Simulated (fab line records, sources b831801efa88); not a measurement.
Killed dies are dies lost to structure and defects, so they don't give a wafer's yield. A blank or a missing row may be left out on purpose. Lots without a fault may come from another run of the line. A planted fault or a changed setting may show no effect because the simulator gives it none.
Which tool did it? | flow gf180mcu | 14 lots, 42 wafers sampled, at 4 steps of a route of 602

WHAT THE GAUGES READ, wafer by wafer
GF_V4_CD_MEAS_14: target cd 260 nm.
lot  | measured     | on        | cd_nm (nm)
L578 | day 24 09:58 | cd_sem-02 | 258.4 258.7 258.1
L579 | day 25 00:35 | cd_sem-01 | 259.8 261.3 260.2
L583 | day 26 03:34 | cd_sem-01 | 260.7 259.8 260.0
L584 | day 26 22:36 | cd_sem-01 | 260.2 259.8 261.6
L587 | day 27 06:26 | cd_sem-02 | 260.6 260.6 260.8
L586 | day 27 07:45 | cd_sem-01 | 259.6 260.5 260.8
L588 | day 27 21:32 | cd_sem-02 | 260.5 262.0 260.8
L591 | day 28 23:22 | cd_sem-02 | 261.2 261.8 260.6
L596 | day 30 09:41 | cd_sem-01 | 259.9 259.7 261.2
L597 | day 30 11:19 | cd_sem-01 | 259.2 258.9 260.4
L598 | day 30 16:09 | cd_sem-02 | 259.3 259.6 259.5
L599 | day 31 03:01 | cd_sem-02 | 259.9 258.9 258.3
L600 | day 31 05:29 | cd_sem-02 | 259.6 259.9 259.1
L601 | day 31 06:56 | cd_sem-02 | 259.4 261.0 260.5

GF_V4_OVL_MEAS_15.
lot  | measured     | on         | V4_OVL (nm)
L578 | day 24 10:05 | overlay-02 | -1 -9 -3
L579 | day 25 00:41 | overlay-02 | 14 0 11
L583 | day 26 03:41 | overlay-02 | 1 1 -7
L584 | day 26 22:41 | overlay-01 | 5 -4 2
L587 | day 27 06:32 | overlay-01 | 1 10 8
L586 | day 27 07:52 | overlay-01 | 2 2 2
L588 | day 27 21:38 | overlay-02 | 1 1 -10
L591 | day 28 23:29 | overlay-01 | 5 -2 10
L596 | day 30 09:47 | overlay-02 | -6 12 -7
L597 | day 30 11:26 | overlay-02 | -5 10 2
L598 | day 30 16:16 | overlay-02 | 0 -3 0
L599 | day 31 03:08 | overlay-02 | 8 4 8
L600 | day 31 05:35 | overlay-02 | 6 8 5
L601 | day 31 07:02 | overlay-02 | -10 0 -3

GF_MIM_THK_MEAS_06.
lot  | measured     | on            | MIM_CVD_05_THK (nm)
L578 | day 24 11:59 | film_metro-01 | 41.9 41.8 42.4
L579 | day 25 02:20 | film_metro-02 | 42.1 41.5 43.0
L583 | day 26 05:19 | film_metro-02 | 42.1 42.0 42.9
L584 | day 27 00:35 | film_metro-03 | 42.2 42.3 42.4
L587 | day 27 08:17 | film_metro-03 | 41.3 42.3 42.1
L586 | day 27 09:31 | film_metro-03 | 41.7 42.8 42.5
L588 | day 27 23:32 | film_metro-01 | 41.6 42.6 42.2
L591 | day 29 01:07 | film_metro-02 | 42.0 41.7 42.3
L596 | day 30 11:28 | film_metro-03 | 41.3 42.2 42.3
L597 | day 30 13:05 | film_metro-03 | 41.4 41.7 42.3
L598 | day 30 17:55 | film_metro-01 | 42.2 42.5 42.2
L599 | day 31 04:47 | film_metro-03 | 41.3 41.5 42.1
L600 | day 31 07:16 | film_metro-02 | 41.6 40.8 42.0
L601 | day 31 08:46 | film_metro-03 | 41.8 41.1 42.0

WHICH TOOL RAN EACH LOT (tool, then ch and the chambers of the sampled wafers, then the start)
lot  | GF_MIM_SPUTTER_01
L578 | pvd_sputter-02, day 24 11:50
L579 | pvd_sputter-01, day 25 02:11
L583 | pvd_sputter-02, day 26 05:10
L584 | pvd_sputter-01, day 27 00:25
L587 | pvd_sputter-02, day 27 08:07
L586 | pvd_sputter-02, day 27 09:22
L588 | pvd_sputter-02, day 27 23:22
L591 | pvd_sputter-01, day 29 00:58
L596 | pvd_sputter-03, day 30 11:19
L597 | pvd_sputter-02, day 30 12:56
L598 | pvd_sputter-02, day 30 17:46
L599 | pvd_sputter-02, day 31 04:38
L600 | pvd_sputter-01, day 31 07:06
L601 | pvd_sputter-02, day 31 08:35
- GF_MIM_SPUTTER_01: material TiN, target thk 30 nm, time 25 s.

WHAT THE TOOLS THEMSELVES READ (means of the sampled wafers that have a number; where no wafer has one, the mark that the record gives instead)
GF_MIM_SPUTTER_01.
lot  | tool           | cathode_dc_power_W (W) | chamber_pressure_pa (Pa) | throttle_valve_pct (%)
L578 | pvd_sputter-02 | 6500.5                 | 0.3997                   | 28.4
L579 | pvd_sputter-01 | 6500.3                 | 0.4001                   | 30.0
L583 | pvd_sputter-02 | 6500.1                 | 0.4003                   | 28.5
L584 | pvd_sputter-01 | 6500.1                 | 0.3999                   | 29.6
L587 | pvd_sputter-02 | 6500.3                 | 0.4001                   | 27.9
L586 | pvd_sputter-02 | -                      | -                        | -
L588 | pvd_sputter-02 | -                      | -                        | -
L591 | pvd_sputter-01 | 6498.8                 | 0.3996                   | 30.1
L596 | pvd_sputter-03 | 6499.5                 | 0.4000                   | 29.6
L597 | pvd_sputter-02 | 6500.0                 | 0.3994                   | 29.5
L598 | pvd_sputter-02 | 6499.7                 | 0.3998                   | 30.1
L599 | pvd_sputter-02 | 6500.7                 | 0.4006                   | 30.1
L600 | pvd_sputter-01 | 6500.5                 | 0.3997                   | 29.6
L601 | pvd_sputter-02 | 6498.7                 | 0.3992                   | 29.9

THE ANSWER, worked out from the rows above alone
Rule: what is usual is taken from the lots themselves. Put in order of their means at a reading, lots are off if they are a third of the lots or fewer, leave a main group of 4 or more, and stand apart from it by a gap of 3 or more times the standard deviation of the main group's means; of several such gaps the widest counts. A main group whose means are all the same, to the digits that the tables above print for the reading, isn't used. A lot without any number at a reading at which 4 lots or more have one is off too. The other lots that the step has rows for count as sound. The gauges are gone through in route order, then the tools' own readings, and for those a lot's mean is taken as printed above. The first step at which some lot is off is used, and at that step the reading that is off furthest; a lot without a number counts as furthest.
Off: L586, L588, at GF_MIM_SPUTTER_01 (cathode_dc_power_W). Without a number there: L586, L588. The main group: mean 6499.9 W, standard deviation 0.62.
A tool fits if, at that step or a process step before it, it ran every lot that is off, and no sound lot after the first of them. None of those tried fits.

WHAT THE SIMULATOR HAD PUT IN
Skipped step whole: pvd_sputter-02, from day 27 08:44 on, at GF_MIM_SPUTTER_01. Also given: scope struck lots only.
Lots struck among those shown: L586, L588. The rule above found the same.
